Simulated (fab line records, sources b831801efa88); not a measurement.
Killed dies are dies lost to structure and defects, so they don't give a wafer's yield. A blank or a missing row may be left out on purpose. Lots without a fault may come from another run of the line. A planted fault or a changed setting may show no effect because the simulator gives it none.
Which tool did it? | flow sky130 | 24 lots, 72 wafers sampled, at 5 steps of a route of 708

WHAT THE GAUGES READ, wafer by wafer
SKY_VIA3_THK_MEAS_01.
lot  | measured     | on            | VIA3_HDPCVD_THK (nm)
L075 | day 39 01:55 | film_metro-03 | 1626 1648 1625
L074 | day 39 06:03 | film_metro-03 | 1644 1655 1653
L076 | day 40 00:52 | film_metro-03 | 1638 1623 1645
L077 | day 40 01:26 | film_metro-04 | 1647 1618 1600
L079 | day 40 05:23 | film_metro-04 | 1639 1633 1665
L078 | day 40 14:00 | film_metro-03 | 1606 1620 1656
L084 | day 42 08:42 | film_metro-03 | 1613 1599 1637
L082 | day 42 12:47 | film_metro-04 | 1616 1624 1613
L081 | day 42 16:08 | film_metro-03 | 1630 1600 1611
L085 | day 42 17:37 | film_metro-03 | 1635 1622 1626
L087 | day 42 19:08 | film_metro-04 | 1612 1607 1595
L080 | day 42 19:19 | film_metro-02 | 1651 1621 1624
L086 | day 42 20:55 | film_metro-03 | 1660 1668 1643
L088 | day 42 21:08 | film_metro-02 | 1629 1625 1611
L083 | day 42 21:38 | film_metro-04 | 1667 1640 1658
L089 | day 42 23:32 | film_metro-04 | 1593 1629 1612
L090 | day 43 04:10 | film_metro-03 | 1622 1631 1609
L091 | day 43 22:01 | film_metro-04 | 1659 1646 1678
L092 | day 44 01:48 | film_metro-04 | 1656 1618 1625
L093 | day 44 01:58 | film_metro-04 | 1639 1628 1628
L094 | day 44 02:49 | film_metro-02 | 1651 1643 1619
L095 | day 44 08:17 | film_metro-04 | 1618 1621 1624
L096 | day 44 19:13 | film_metro-02 | 1659 1650 1649
L097 | day 45 00:53 | film_metro-02 | 1650 1664 1654

SKY_METAL4_CD_MEAS_13: target cd 300 nm.
lot  | measured     | on        | cd_nm (nm)
L075 | day 42 05:07 | cd_sem-02 | 299.6 300.3 301.2
L074 | day 42 08:04 | cd_sem-02 | 300.1 298.7 299.8
L076 | day 43 03:31 | cd_sem-01 | 300.3 299.9 299.2
L077 | day 43 04:15 | cd_sem-02 | 300.6 299.9 300.4
L079 | day 43 06:14 | cd_sem-01 | 301.9 301.5 300.6
L078 | day 43 15:53 | cd_sem-02 | 301.1 301.0 300.0
L084 | day 45 07:09 | cd_sem-02 | 299.8 299.5 300.2
L082 | day 45 09:43 | cd_sem-02 | 298.1 298.0 298.1
L081 | day 45 15:13 | cd_sem-02 | 301.9 299.9 301.2
L085 | day 45 16:10 | cd_sem-01 | 299.6 299.6 298.3
L087 | day 45 17:23 | cd_sem-02 | 301.4 299.7 299.1
L080 | day 45 17:32 | cd_sem-01 | 299.0 301.5 300.9
L086 | day 45 19:19 | cd_sem-02 | 303.8 301.9 301.2
L088 | day 45 20:27 | cd_sem-02 | 300.9 301.7 300.1
L083 | day 45 20:31 | cd_sem-01 | 300.7 299.2 299.2
L089 | day 45 21:54 | cd_sem-02 | 300.0 299.6 299.5
L090 | day 46 01:29 | cd_sem-01 | 301.8 301.9 301.2
L091 | day 46 15:59 | cd_sem-02 | 300.2 299.3 299.8
L092 | day 46 20:48 | cd_sem-01 | 299.8 297.6 299.6
L093 | day 46 21:35 | cd_sem-02 | 299.9 299.1 300.3
L094 | day 46 21:50 | cd_sem-02 | 298.2 299.0 298.5
L095 | day 47 02:51 | cd_sem-01 | 298.8 300.1 299.1
L096 | day 47 12:27 | cd_sem-02 | 299.3 299.8 300.4
L097 | day 47 18:13 | cd_sem-01 | 300.4 299.0 301.0

SKY_METAL4_OVL_MEAS_14.
lot  | measured     | on         | METAL4_OVL (nm)
L075 | day 42 05:14 | overlay-01 | -2 5 -3
L074 | day 42 08:11 | overlay-01 | 5 11 5
L076 | day 43 03:38 | overlay-02 | -1 -1 -4
L077 | day 43 04:22 | overlay-01 | -3 -3 -2
L079 | day 43 06:21 | overlay-01 | -13 -13 -10
L078 | day 43 15:58 | overlay-02 | 1 4 11
L084 | day 45 07:16 | overlay-02 | -2 12 2
L082 | day 45 09:49 | overlay-02 | -5 0 1
L081 | day 45 15:20 | overlay-02 | -2 -3 -13
L085 | day 45 16:15 | overlay-01 | -9 -5 -9
L087 | day 45 17:31 | overlay-02 | 11 3 -2
L080 | day 45 17:37 | overlay-01 | 1 -1 -1
L086 | day 45 19:26 | overlay-01 | 7 3 10
L088 | day 45 20:34 | overlay-01 | -4 3 -3
L083 | day 45 20:37 | overlay-02 | 0 -9 -3
L089 | day 45 22:01 | overlay-01 | -1 4 -6
L090 | day 46 01:35 | overlay-02 | -6 -4 -3
L091 | day 46 16:05 | overlay-01 | -2 -4 -6
L092 | day 46 20:55 | overlay-01 | 3 -1 4
L093 | day 46 21:42 | overlay-01 | -16 -6 -1
L094 | day 46 21:55 | overlay-01 | -6 6 1
L095 | day 47 02:58 | overlay-02 | 7 2 2
L096 | day 47 12:31 | overlay-01 | -2 -2 -2
L097 | day 47 18:19 | overlay-02 | 5 14 7

WHICH TOOL RAN EACH LOT (tool, then ch and the chambers of the sampled wafers, then the start)
lot  | SKY_METAL3_DESCUM_15              | SKY_METAL4_SPUTTER_02
L075 | rie_metal-02 ch 0,1, day 39 00:50 | pvd_sputter-02, day 40 04:55
L074 | rie_metal-03 ch 0,1, day 39 04:54 | pvd_sputter-02, day 40 08:02
L076 | rie_metal-03 ch 0,1, day 39 23:47 | pvd_sputter-03, day 41 02:59
L077 | rie_metal-02 ch 0,1, day 40 00:20 | pvd_sputter-02, day 41 03:38
L079 | rie_metal-01 ch 0,1, day 40 04:17 | pvd_sputter-02, day 41 06:17
L078 | rie_metal-01 ch 0,1, day 40 12:52 | pvd_sputter-02, day 41 15:41
L084 | rie_metal-01 ch 1, day 42 07:36   | pvd_sputter-04, day 43 10:53
L082 | rie_metal-03 ch 0,1, day 42 11:41 | pvd_sputter-03, day 43 13:37
L081 | rie_metal-01 ch 0,1, day 42 15:02 | pvd_sputter-02, day 43 18:24
L085 | rie_metal-01 ch 0,1, day 42 16:31 | pvd_sputter-02, day 43 19:38
L087 | rie_metal-03 ch 0,1, day 42 17:47 | pvd_sputter-03, day 43 21:14
L080 | rie_metal-01 ch 0,1, day 42 18:09 | pvd_sputter-02, day 43 21:27
L086 | rie_metal-02 ch 0,1, day 42 19:38 | pvd_sputter-04, day 43 23:07
L088 | rie_metal-02 ch 0,1, day 42 19:59 | pvd_sputter-04, day 43 23:26
L083 | rie_metal-03 ch 0,1, day 42 20:29 | pvd_sputter-02, day 43 23:40
L089 | rie_metal-01 ch 0, day 42 22:23   | pvd_sputter-03, day 44 01:31
L090 | rie_metal-02 ch 0,1, day 43 03:02 | pvd_sputter-04, day 44 05:43
L091 | rie_metal-03 ch 0,1, day 43 20:56 | pvd_sputter-02, day 44 21:10
L092 | rie_metal-03 ch 0,1, day 44 00:05 | pvd_sputter-02, day 45 01:53
L093 | rie_metal-02 ch 0,1, day 44 00:42 | pvd_sputter-03, day 45 02:13
L094 | rie_metal-03 ch 0,1, day 44 01:40 | pvd_sputter-04, day 45 02:16
L095 | rie_metal-01 ch 0,1, day 44 07:11 | pvd_sputter-02, day 45 08:28
L096 | rie_metal-03 ch 0,1, day 44 18:06 | pvd_sputter-02, day 45 18:42
L097 | rie_metal-02 ch 1, day 44 23:13   | pvd_sputter-03, day 45 23:50
- SKY_METAL3_DESCUM_15: chemistry O2, time 8 s.
- SKY_METAL4_SPUTTER_02: material AlCu, target thk 735 nm, time 39.1 s.

WHAT THE TOOLS THEMSELVES READ (means of the sampled wafers that have a number; where no wafer has one, the mark that the record gives instead)
SKY_METAL3_DESCUM_15.
lot  | tool         | drypump_motor_current_A (A) | oes_product_au (a.u.) | temp_c (C)
L075 | rie_metal-02 | 6.5                         | 1.012                 | 39.99
L074 | rie_metal-03 | 5.5                         | 1.000                 | 39.94
L076 | rie_metal-03 | 5.8                         | 0.990                 | 40.07
L077 | rie_metal-02 | 6.4                         | 1.009                 | 40.05
L079 | rie_metal-01 | 6.0                         | 1.011                 | 39.94
L078 | rie_metal-01 | 5.9                         | 1.001                 | 40.01
L084 | rie_metal-01 | 5.8                         | 0.997                 | 40.12
L082 | rie_metal-03 | 5.5                         | 0.986                 | 39.88
L081 | rie_metal-01 | 6.0                         | 1.013                 | 39.96
L085 | rie_metal-01 | 5.9                         | 1.005                 | 40.02
L087 | rie_metal-03 | 5.9                         | 1.003                 | 40.02
L080 | rie_metal-01 | 6.2                         | 1.013                 | 40.04
L086 | rie_metal-02 | 6.4                         | 0.989                 | 40.10
L088 | rie_metal-02 | 6.4                         | 0.999                 | 40.04
L083 | rie_metal-03 | 5.9                         | 1.005                 | 40.18
L089 | rie_metal-01 | 6.4                         | 1.015                 | 40.15
L090 | rie_metal-02 | 6.4                         | 1.001                 | 40.11
L091 | rie_metal-03 | 5.8                         | 0.992                 | 40.01
L092 | rie_metal-03 | 5.5                         | 0.997                 | 39.97
L093 | rie_metal-02 | 6.5                         | 0.998                 | 39.98
L094 | rie_metal-03 | 5.8                         | 0.999                 | 40.04
L095 | rie_metal-01 | 6.0                         | 1.015                 | 40.04
L096 | rie_metal-03 | 5.5                         | 1.001                 | 39.96
L097 | rie_metal-02 | 6.3                         | 0.997                 | 39.79

SKY_METAL4_SPUTTER_02.
lot  | tool           | throttle_valve_pct (%)
L075 | pvd_sputter-02 | 29.4
L074 | pvd_sputter-02 | 29.8
L076 | pvd_sputter-03 | 30.5
L077 | pvd_sputter-02 | 29.5
L079 | pvd_sputter-02 | 29.7
L078 | pvd_sputter-02 | 29.1
L084 | pvd_sputter-04 | 29.9
L082 | pvd_sputter-03 | 30.5
L081 | pvd_sputter-02 | 29.7
L085 | pvd_sputter-02 | 29.5
L087 | pvd_sputter-03 | 30.5
L080 | pvd_sputter-02 | 29.6
L086 | pvd_sputter-04 | 30.2
L088 | pvd_sputter-04 | 29.6
L083 | pvd_sputter-02 | 29.2
L089 | pvd_sputter-03 | 30.9
L090 | pvd_sputter-04 | 29.5
L091 | pvd_sputter-02 | 29.3
L092 | pvd_sputter-02 | 29.2
L093 | pvd_sputter-03 | 30.2
L094 | pvd_sputter-04 | 30.5
L095 | pvd_sputter-02 | 29.7
L096 | pvd_sputter-02 | 29.2
L097 | pvd_sputter-03 | 30.5

THE ANSWER, worked out from the rows above alone
Rule: what is usual is taken from the lots themselves. Put in order of their means at a reading, lots are off if they are a third of the lots or fewer, leave a main group of 4 or more, and stand apart from it by a gap of 3 or more times the standard deviation of the main group's means; of several such gaps the widest counts. A main group whose means are all the same, to the digits that the tables above print for the reading, isn't used. A lot without any number at a reading at which 4 lots or more have one is off too. The other lots that the step has rows for count as sound. The gauges are gone through in route order, then the tools' own readings, and for those a lot's mean is taken as printed above. The first step at which some lot is off is used, and at that step the reading that is off furthest; a lot without a number counts as furthest.
No lot is off at any reading shown: from this, nothing can be told.

WHAT THE SIMULATOR HAD PUT IN
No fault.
